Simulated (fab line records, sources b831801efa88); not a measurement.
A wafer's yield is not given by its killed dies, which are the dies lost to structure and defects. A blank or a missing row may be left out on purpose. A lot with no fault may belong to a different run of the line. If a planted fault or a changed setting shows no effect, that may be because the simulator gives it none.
Comparing a struck lot with a sound one | flow sky130 | 21 steps out of a route of 708
Sound: the wafers L747.2, L747.4, L747.5. The struck wafers were L757.1, L757.2, L757.5. The cause comes at the end.
Each step with rows lists, per side, the tool, then ch with its chambers, then its first start. Under that, the readings that differ: sound wafers | struck wafers | difference of the means | sigmas: that difference in standard deviations of wafers without a fault.
alike: words and numbers the same on both sides, and readings whose means are apart by under 2 such deviations; not compared: readings that were withheld, readings missing a value for some wafer, numbers with overlapping values and no deviation given by the record, and bounds like >300 which may hide the same value.
Wherever a step has rows on one side only, a row that says differs or no value, or a row with sigmas, the two part there. Non-overlapping numbers with no deviation appear without sigmas and do not part them. A reading that every wafer of one side lacks parts them only if that side has two wafers or more.

first, 1 step without rows for these wafers: SKY_METAL2_SPUTTER_00 (material Ti, target thk 15 nm, time 10 s).
SKY_METAL2_SPUTTER_01: material TiN, target thk 20 nm, time 16.7 s.
  sound: pvdSputter-04 at day 34 20:40; struck: pvdSputter-02 at day 38 12:15
  alike: throttleValvePct
SKY_METAL2_SPUTTER_02: material AlCu, target thk 250 nm, time 13.3 s.
  sound: pvdSputter-04 at day 34 20:41; struck: pvdSputter-02 at day 38 12:16
  alike: throttleValvePct
SKY_METAL2_SPUTTER_03: material Ti, target thk 5 nm, time 3.3 s.
  sound: pvdSputter-04 at day 34 20:43; struck: pvdSputter-02 at day 38 12:18
  alike: throttleValvePct
then, 1 step without rows for these wafers: SKY_METAL2_SPUTTER_04 (material TiN, target thk 70 nm, time 58.3 s).
SKY_METAL2_RS_MEAS_05: measurement is done with a four-point probe.
  sound: filmMetro-01 at day 34 20:48; struck: filmMetro-01 at day 38 12:22
  alike: METAL2_ALCU_RS
SKY_METAL2_THK_MEAS_06: measures by xrf.
  sound: filmMetro-01 at day 34 20:55; struck: filmMetro-01 at day 38 12:29
  alike: METAL2_ALCU_THK
then, 5 steps without rows for these wafers: SKY_METAL2_DEHYDRATE_07 (time 60 s); SKY_METAL2_HMDS_08 (prime time 60 s); SKY_METAL2_COAT_09 (resist thk 60 nm); SKY_METAL2_COAT_10 (resist thk 450 nm); SKY_METAL2_SOFTBAKE_11 (time 90 s).
SKY_METAL2_EXPOSE_12: exposes mask MM2, target cd 140 nm.
  sound on krfScanner-02 ch 0, day 35 10:23; struck on krfScanner-02 ch 0, day 39 01:11
reading           | sound             | struck            | difference | sigmas
exposureDoseMJCm2 | 27.89 27.92 27.92 | 18.93 18.91 18.94 | -8.98      | -33
  alike: mask, focusOffsetNm
then, 2 steps without rows for these wafers: SKY_METAL2_PEB_13; SKY_METAL2_DEVELOP_14 (develop time 60 s).
SKY_METAL2_CD_MEAS_15: target cd 140 nm.
  sound: cdSem-02 at day 35 23:28; struck: cdSem-02 at day 39 13:06
reading   | sound             | struck            | difference | sigmas
cdNm (nm) | 141.7 141.1 139.8 | 216.1 214.7 214.0 | +74.1      | +53
SKY_METAL2_OVL_MEAS_16:
  sound: overlay-01 at day 35 23:35; struck: overlay-02 at day 39 13:13
  alike: METAL2_OVL
SKY_METAL2_DESCUM_17: chemistry O2, time 8 s.
  sound on rieMetal-02 ch 0,1, day 35 23:37; struck on rieMetal-03 ch 0,1, day 39 13:16
reading                | sound             | struck            | difference | sigmas
model.METAL2.cdNm (nm) | 141.1 140.2 139.7 | 215.2 215.2 214.2 | +74.5      | 
  alike: drypumpMotorCurrentA, oesProductAu
  not compared: rfHoursCounterH
SKY_METAL2_ETCH_18: etches BARC in N2/H2, stops on SiO2, time 45.9 s, target depth 60 nm.
  sound on rieMetal-02 ch 0,1, day 35 23:38; struck on rieMetal-03 ch 0,1, day 39 13:17
  alike: drypumpMotorCurrentA, oesProductAu, throttleValvePct
  not compared: rfHoursCounterH
SKY_METAL2_METAL_ETCH_19: etches the open film in Cl2/BCl3, stops on SiO2, target depth 360 nm, time 78 s.
  sound on rieMetal-02 ch 0,1, day 35 23:42; struck on rieMetal-03 ch 0,1, day 39 13:21
reading                | sound             | struck          | difference | sigmas
model.METAL2.cdNm (nm) | 141.9 145.1 141.7 | 218 210.4 210.4 | +70        | 
  alike: drypumpMotorCurrentA, oesProductAu, throttleValvePct
  not compared: rfHoursCounterH
SKY_METAL2_STRIP_20: strips in O2/N2.
  sound on plasmaAsher-03 ch 0,1, day 35 23:47; struck on plasmaAsher-02 ch 0,1, day 39 13:26
  alike: drypumpMotorCurrentA, oesProductAu, stripTimeToEndpointS
  not compared: rfHoursCounterH

WHERE THEY PART
Earliest at SKY_METAL2_EXPOSE_12; latest, in this record, at SKY_METAL2_CD_MEAS_15. Later steps at which nothing parts them and some readings are alike: SKY_METAL2_OVL_MEAS_16, SKY_METAL2_DESCUM_17, SKY_METAL2_ETCH_18, SKY_METAL2_METAL_ETCH_19, SKY_METAL2_STRIP_20.

WHY: whatever the simulator had introduced
Process parameter drift: krfScanner-02, from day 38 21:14 on, at SKY_METAL2_EXPOSE_12. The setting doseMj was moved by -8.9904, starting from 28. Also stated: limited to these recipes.
